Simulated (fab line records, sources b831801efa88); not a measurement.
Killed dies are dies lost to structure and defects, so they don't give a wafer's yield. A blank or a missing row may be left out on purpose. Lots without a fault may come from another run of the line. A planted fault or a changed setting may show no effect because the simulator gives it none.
fab line records | flow gf180mcu
record lots=6 wafers=18 last_day=34
route steps=602 shown V4@477
lots that met no fault: from a run of the same line without faults
start_h: hours from the record's first day to the start of the lot's first wafer shown | wait_h: hours since the lot's step before | " the same as in the row above | L1.1+2: a row that stands for several wafers | - no value, or no start given | * or withheld: withheld | < > ~ a bound
route shown NAME@n: a module of which the file shows steps, and the number in the route of the first | usual: mean/standard deviation of fault-free wafers | same: alike in all rows | chamber/n: place in a boat | sites: the reading at each site | _std_site: their standard deviation | _edge_site: outer sites' mean less inner sites' | radius_mm: how far each site lies from the wafer's centre | mask NAME#n: copy n | behind: the tool/chamber that last shaped the wafer | hold: why the lot was held/for how many hours/how that ended | device: the transistor (n, p or np) that didn't switch | end of line: the same wafers' tests at the end of the route | a step without rows: its recipe alone | killed: dies lost to structure and defects at the first sort, not the wafer's yield | map: a wafer's dies, x killed, . not, _ none there
set.NAME: the setting as run; set.NAME@STEP: as run at that earlier step | model.NAME: the simulator's own value behind a step, which no gauge read
lots at some steps of the route; a table a step, a row a wafer
services: from which hour (start_h, from the record's first day; less than 0 if before it) a tool's chamber was out of use, for how many hours, and why
## steps
# step GF_V4_THK_MEAS_01
# recipe reads=SiO2_of_V4_CVD_00
# usual V4_CVD_00_THK=600/7.7
# columns lot.wafer tool chamber start_h wait_h V4_CVD_00_THK[nm]
L310.2 film_metro-03 - 568.37 0.0 608
L310.3 " - " " 612
L310.5 " - " " 600
L311.2 film_metro-04 - 586.86 0.0 596
L311.3 " - " " 592
L311.4 " - " " 588
L322.1 film_metro-01 - 657.67 0.0 590
L322.4 " - " " 584
L322.5 " - " " 589
L323.1 film_metro-01 - 662.95 0.0 613
L323.2 " - " " 613
L323.3 " - " " 606
L325.4 film_metro-01 - 681.28 0.0 609
L325.5 " - " " 609
L325.6 " - " " 605
L327.1 film_metro-03 - 697.94 0.0 601
L327.5 " - " " 601
L327.6 " - " " 605
# step GF_V4_CVD_02
# recipe material=SiO2 target_thk_nm=850 precursor=TEOS temp_c=400 time_s=94.851 rf_w=600
# usual heater_power_w=661/100
# columns lot.wafer tool chamber start_h wait_h heater_power_w
L310.2 pecvd-03 0 568.42 0.0 615
L310.3 " 2 " " 797
L310.5 " 1 " " 646
L311.2 pecvd-01 0 586.91 0.0 645
L311.3 " 2 " " 424
L311.4 " 2 " " 489
L322.1 pecvd-03 1 657.73 0.1 725
L322.4 " 2 " " 731
L322.5 " 1 " " 747
L323.1 pecvd-01 2 663.01 0.1 509
L323.2 " 0 " " 723
L323.3 " 1 " " 663
L325.4 pecvd-03 0 681.34 0.1 700
L325.5 " 2 " " 651
L325.6 " 1 " " 760
L327.1 pecvd-02 1 698.00 0.1 817
L327.5 " 1 " " 867
L327.6 " 0 " " 573
# step GF_V4_THK_MEAS_03
# recipe reads=SiO2_of_V4_CVD_02
# usual V4_CVD_02_THK=844/9.8
# columns lot.wafer tool chamber start_h wait_h V4_CVD_02_THK[nm]
L310.2 film_metro-04 - 568.50 0.0 835
L310.3 " - " " 828
L310.5 " - " " 850
L311.2 film_metro-03 - 586.99 0.0 833
L311.3 " - " " 847
L311.4 " - " " 870
L322.1 film_metro-04 - 657.80 0.0 846
L322.4 " - " " 848
L322.5 " - " " 867
L323.1 film_metro-03 - 663.08 0.0 840
L323.2 " - " " 832
L323.3 " - " " 822
L325.4 film_metro-04 - 681.41 0.0 843
L325.5 " - " " 833
L325.6 " - " " 853
L327.1 film_metro-04 - 698.07 0.0 828
L327.5 " - " " 847
L327.6 " - " " 842
# step GF_V4_CMP_04
# recipe material=SiO2 down_force_psi=4 platen_rpm=60 pad_velocity_m_s=0.94248
# usual motor_current_A=11.9/1.1 time_to_endpoint_s=80/5.3
# columns lot.wafer tool chamber start_h wait_h motor_current_A time_to_endpoint_s
L310.2 cmp-01 2 568.60 0.1 10.4 64
L310.3 " 0 " " 11.3 70
L310.5 " 1 " " 12.3 79
L311.3 cmp-02 2 587.04 0.0 10.4 80
L311.4 " 3 " " 11.9 87
L311.2 " 1 " " 12.7 72
L322.4 cmp-01 0 657.86 0.0 10.8 84
L322.1 " 2 " " 10.9 80
L322.5 " 1 " " 13.1 89
L323.1 cmp-01 2 663.14 0.1 10.6 80
L323.2 " 3 " " 12.4 79
L323.3 " 1 " " 12.6 74
L325.4 cmp-02 2 681.71 0.3 9.8 85
L325.6 " 3 " " 12.2 89
L325.5 " 0 " " 12.4 78
L327.1 cmp-02 1 698.24 0.2 13.5 74
L327.5 " 3 " " 11.5 86
L327.6 " 0 " " 12.0 84
# step GF_V4_BOW_MEAS_05
# recipe mode=bow
# usual V4_BOW=136/8.6
# columns lot.wafer tool chamber start_h wait_h V4_BOW[um]
L310.2 film_metro-03 - 568.87 0.2 136
L310.3 " - " " 139
L310.5 " - " " 136
L311.2 film_metro-01 - 587.36 0.1 144
L311.3 " - " " 145
L311.4 " - " " 147
L322.1 film_metro-04 - 658.16 0.1 140
L322.4 " - " " 138
L322.5 " - " " 143
L323.1 film_metro-03 - 663.44 0.2 123
L323.2 " - " " 136
L323.3 " - " " 140
L325.4 film_metro-03 - 681.92 0.2 137
L325.5 " - " " 134
L325.6 " - " " 132
L327.1 film_metro-04 - 698.44 0.1 142
L327.5 " - " " 132
L327.6 " - " " 138
# step GF_V4_DEHYDRATE_06
# recipe temp_c=200 time_s=60
# step GF_V4_HMDS_07
# recipe prime_time_s=60 prime_temp_c=120
# step GF_V4_COAT_08
# recipe resist=BARC temp_c=withheld time_s=withheld spin_rpm=withheld resist_thk_nm=withheld
# step GF_V4_COAT_09
# recipe resist=KrF spin_rpm=withheld resist_thk_nm=1000
# step GF_V4_SOFTBAKE_10
# recipe temp_c=130 time_s=60 resist=KrF
# step GF_V4_EXPOSE_11
# recipe mask_id=Via4 target_cd_nm=260 na=0.68 source_shape=conventional sigma_outer=0.6 dose_mj=38
# step GF_V4_PEB_12
# recipe peb_temp_c=135 peb_time_s=90 resist=KrF
# step GF_V4_DEVELOP_13
# recipe develop_time_s=60 resist=KrF dev_temp_c=21
# usual chill_plate_temp_C=23.00/0.091 develop_time_s=60/0
# columns lot.wafer tool chamber start_h wait_h chill_plate_temp_C develop_time_s model.KrF_of_V4_COAT_09.thk_nm
L310.2 litho_track-04 0 590.61 0.2 23.09 60 978
L310.3 " 0 " " 23.09 60 982.2
L310.5 " 0 " " 23.01 60 983
L311.2 litho_track-02 0 609.68 0.2 22.98 60 984.8
L311.3 " 0 " " 23.06 60 982.3
L311.4 " 0 " " 22.98 60 984.3
L322.1 litho_track-04 - 678.38 0.2 - - 999
L322.4 " - " " - - 997.9
L322.5 " - " " - - 998.2
L323.1 litho_track-04 - 683.13 0.2 - - 1001
L323.2 " - " " - - 1004
L323.3 " - " " - - 1004
L325.4 litho_track-03 0 701.13 0.1 22.87 60 985.1
L325.5 " 0 " " 23.01 60 986.6
L325.6 " 0 " " 22.93 60 988.5
L327.1 litho_track-03 0 717.41 0.2 23.01 60 980.6
L327.5 " 0 " " 23.04 60 981.2
L327.6 " 0 " " 23.00 60 979.8
# step GF_V4_CD_MEAS_14
# recipe target_cd_nm=260
# usual cd_nm=260.4/1.5
# columns lot.wafer tool chamber start_h wait_h cd_nm
L310.2 cd_sem-01 - 590.75 0.1 259.4
L310.3 " - " " 259.9
L310.5 " - " " 259.7
L311.2 cd_sem-01 - 609.82 0.1 258.7
L311.3 " - " " 259.2
L311.4 " - " " 258.3
L322.1 cd_sem-01 - 678.53 0.1 -
L322.4 " - " " -
L322.5 " - " " -
L323.1 cd_sem-02 - 683.28 0.1 -
L323.2 " - " " -
L323.3 " - " " -
L325.4 cd_sem-02 - 701.27 0.1 261.8
L325.5 " - " " 261.7
L325.6 " - " " 261.6
L327.1 cd_sem-01 - 717.56 0.1 260.7
L327.5 " - " " 261.1
L327.6 " - " " 259.9
## services
# columns tool chamber start_h hours kind
cmp-02 - 548.17 0.2 repair
pecvd-01 1 554.26 5.2 repair
cmp-02 - 573.50 4.0 pm
cmp-02 - 577.50 - consumable_replace:conditioner
cmp-02 - 577.50 - consumable_replace:pad
pecvd-01 - 591.12 14.0 pm
pecvd-01 0 591.12 14.0 vent_cycle
pecvd-01 1 591.12 14.0 vent_cycle
pecvd-01 2 591.12 14.0 vent_cycle
cmp-02 - 593.57 1.4 repair
pecvd-01 0 605.12 - clean
pecvd-01 1 605.12 - clean
pecvd-01 2 605.12 - clean
cmp-01 - 617.16 5.6 pm
cmp-01 - 624.26 1.0 repair
cmp-01 - 640.85 1.5 repair
cmp-01 - 658.71 1.3 repair
pecvd-02 1 683.52 4.7 repair
pecvd-02 - 692.32 4.5 repair
cmp-02 - 693.46 1.1 repair
## key
first_sign step=GF_V4_DEVELOP_13 reading=tool_record direction=missing
effect none on later readings
model_effect step=GF_V4_DEVELOP_13 value=KrF_of_V4_COAT_09.thk_nm without=985.7 struck=1001
met_at GF_V4_DEVELOP_13
struck_wafers L322.1,L322.4,L322.5,L323.1,L323.2,L323.3
later_rows_left_out L322.1,L322.4,L322.5,L323.1,L323.2,L323.3
sort_left_out L322.1,L322.4,L322.5,L323.1,L323.2,L323.3
onset_between 590.61 678.38
fault kind=skipped_step_whole tool=litho_track-04 chamber=- onset_h=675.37 steps=GF_V4_DEVELOP_13 scope=struck_lots_only
# sort_left_out: the simulated sort isn't trusted on such a fault, so these wafers' sort isn't shown, and their yield isn't known
# later_rows_left_out: the simulator's readings of these wafers behind a module that went badly wrong aren't trusted and aren't shown, but for the sort
